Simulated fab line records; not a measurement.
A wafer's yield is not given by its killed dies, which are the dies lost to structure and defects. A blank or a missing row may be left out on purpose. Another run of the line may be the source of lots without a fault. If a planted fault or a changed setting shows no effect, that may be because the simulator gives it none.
Comparing a struck lot with a sound one / flow sky130 / 15 out of 708 route steps
Sound: the wafers L977.2, L977.4, L977.6. Wafers struck: L991.2, L991.4, L991.6. At the end, the cause is stated.
At each step with rows: each side's tool, then ch and its chambers, then its first start. Under that, the readings that differ: sound wafers / struck wafers / difference of the means / sigmas: that difference in standard deviations of wafers without a fault.
alike: a reading whose means differ by less than 2 such deviations, as well as words and numbers matching on both sides. not compared: withheld readings; readings where some wafer has no value; bounds like >300 that might hide an equal value; numbers whose values overlap and for which the record gives no deviation.
A row with sigmas, a row that says differs or no value, or rows on one side alone: a step with any of these is where the two part. Numbers that have no deviation but don't overlap get no sigmas and don't part them. A reading missing from all wafers of one side parts the sides only when that side holds two or more wafers.

SKY_POLY_GATE_THK_MEAS_21:
  sound: film-metro-03 at day 18 00:55; struck: film-metro-03 at day 22 09:47
reading=POLY_GATE_OXIDATION_THK (nm); sound=4.22 4.13 4.08; struck=3.89 3.88 3.87; difference=-0.26; sigmas=-3
SKY_POLY_GATE_CD_MEAS_22:
  sound: cd-sem-01 at day 18 01:10; struck: cd-sem-02 at day 22 09:52
  alike: cd-nm
then, 7 steps without rows for these wafers: SKY_LDD_N_DEHYDRATE_00 (time 60 s); SKY_LDD_N_HMDS_01 (prime time 60 s); SKY_LDD_N_COAT_02 (resist thk 300 nm); SKY_LDD_N_SOFTBAKE_03 (time 60 s); SKY_LDD_N_EXPOSE_04 (exposes mask NTM, target cd 840 nm); SKY_LDD_N_PEB_05; SKY_LDD_N_DEVELOP_06 (develop time 60 s).
SKY_LDD_N_OVL_MEAS_07:
  sound: overlay-02 at day 19 06:23; struck: overlay-01 at day 23 15:28
  alike: LDD_N_OVL
then, 2 steps without rows for these wafers: SKY_LDD_N_IMPLANT_08; SKY_LDD_N_IMPLANT_09.
SKY_LDD_N_IMPLANT_10:
  sound on implanter-03 ch 0, day 19 06:44; struck on implanter-04 ch 0, day 23 15:49
reading=dose-ions-cm2; sound=7.509e+13 7.51e+13 7.503e+13; struck=6.448e+13 6.446e+13 6.455e+13; difference=-1.058e+13; sigmas=-99 or more
reading=faraday-current-uA; sound=428 427 439; struck=373 360 360; difference=-67; sigmas=-8
after that, 1 step had no rows for these wafers: SKY_LDD_N_IMPLANT_11.
-- a jump in the record: the struck wafers' starts before and after are 26 days apart (it breaks off in module LDD_N and resumes in module PAD_OPEN, where the first step shown is number 708 of the route) --
SKY_PAD_OPEN_PROBE_99:
  sound: prober-02 at day 47 10:49; struck: prober-02 at day 49 19:08
reading=model.etest.tip-n.rs-ohm-sq; sound=441.4 439.6 441.2; struck=453.5 447.9 450.1; difference=+9.8; sigmas=
  alike: killed_at_M0_to_M3, killed_at_M4_up, killed-at-contacts, killed-at-front-end, killed-at-other, killed-dies, killed-open, killed-short

== WHERE THEY PART ==
First at SKY_POLY_GATE_THK_MEAS_21; last, within this record, at SKY_LDD_N_IMPLANT_10. Later steps at which nothing parts them and some readings are alike: SKY_PAD_OPEN_PROBE_99.

WHY: the cause the simulator had injected
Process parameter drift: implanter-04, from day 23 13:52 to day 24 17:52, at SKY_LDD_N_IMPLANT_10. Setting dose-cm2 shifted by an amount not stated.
